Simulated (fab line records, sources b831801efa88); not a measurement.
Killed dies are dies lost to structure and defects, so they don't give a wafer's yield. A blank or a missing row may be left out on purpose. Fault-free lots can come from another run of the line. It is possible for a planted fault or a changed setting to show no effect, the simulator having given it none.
A single fault, viewed from 2 desks / flow sky130 / what lay behind the numbers comes last; until then each desk has only its own

== METROLOGY DESK ==
Lot by lot, what the gauges showed, no matter which tool ran the lot: averages of those sampled wafers that carry a number. Marked OUT: a lot whose mean sits more than 4 standard deviations from the usual mean, which makes it out of limits; the brackets give that distance.
Columns: A = cdNm at SKY_METAL3_CD_MEAS_13, usual 299.8 nm; B = VIA3_W_RS at SKY_VIA3_RS_MEAS_22, usual 0.295 ohm/sq; C = VIA3_W_THK at SKY_VIA3_THK_MEAS_23, usual 414 nm
lot=L521; first seen here=day 38 12:49; A=302.9; B=0.294; C=420
lot=L526; first seen here=day 40 11:32; A=299.3; B=0.299; C=412
lot=L527; first seen here=day 40 11:52; A=300.8; B=0.295; C=416
lot=L533; first seen here=day 42 09:56; A=299.7; B=0.348 (+16) OUT; C=354 (-13) OUT
lot=L535; first seen here=day 42 22:58; A=300.0; B=0.322 (+8.2) OUT; C=379 (-7.4) OUT
lot=L536; first seen here=day 43 09:02; A=298.7; B=0.321 (+7.9) OUT; C=382 (-6.9) OUT
lot=L541; first seen here=day 44 07:52; A=298.1; B=0.298; C=414
lot=L542; first seen here=day 44 12:52; A=299.7; B=0.295; C=409
lot=L543; first seen here=day 44 18:10; A=299.4; B=0.293; C=421
lot=L544; first seen here=day 45 02:16; A=302.0; B=0.294; C=414
This desk's result: L533, L535, L536 out of limits, first on L533 (VIA3_W_RS at SKY_VIA3_RS_MEAS_22), day 43 11:22. L521, L526, L527, L541, L542, L543, L544 stayed within limits.

== TOOL OWNER'S DESK, cvdW-02 ==
The tool's own readings at SKY_VIA3_CVD_21 (deposits W, target thk 390 nm, time 117.31 s): means of the sampled wafers that have a number, for each lot that ran on this tool. Marked OUT: a lot whose mean sits more than 4 standard deviations from the usual mean, which makes it out of limits; the brackets give that distance.
Columns: A = chamberPressureTorr at SKY_VIA3_CVD_21, usual 39.97 Torr; B = heaterPowerW at SKY_VIA3_CVD_21, usual 884 W
lot=L526; first seen here=day 41 14:37; A=39.99; B=909
lot=L527; first seen here=day 41 15:05; A=40.04; B=912
lot=L533; first seen here=day 43 11:13; A=30.14 (-99 or more) OUT; B=964
lot=L535; first seen here=day 44 00:58; A=34.95 (-62) OUT; B=936
lot=L536; first seen here=day 44 09:49; A=34.88 (-63) OUT; B=924
This desk finds L533, L535, L536 out of limits, L533 being first, at day 43 11:13 (chamberPressureTorr at SKY_VIA3_CVD_21). L526, L527 stayed within limits.

== TAKEN TOGETHER ==
The tool owner's desk could have raised an alarm at day 43 11:13, on L533, L535, L536.
L533, L535, L536 would have let the metrology desk raise an alarm at day 43 11:22.
Of the lots named, all ran SKY_VIA3_CVD_21 on cvdW-02.

== WHAT WAS PUT IN BY THE SIMULATOR ==
cvdW-02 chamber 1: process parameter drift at SKY_VIA3_CVD_21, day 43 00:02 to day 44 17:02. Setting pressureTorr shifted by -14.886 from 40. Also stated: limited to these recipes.
Lots struck among those shown: L533, L535, L536.
Delay (hours) between the fault's onset and each desk's first out-of-limits reading: 11 at the tool owner's desk, 11 at the metrology desk.
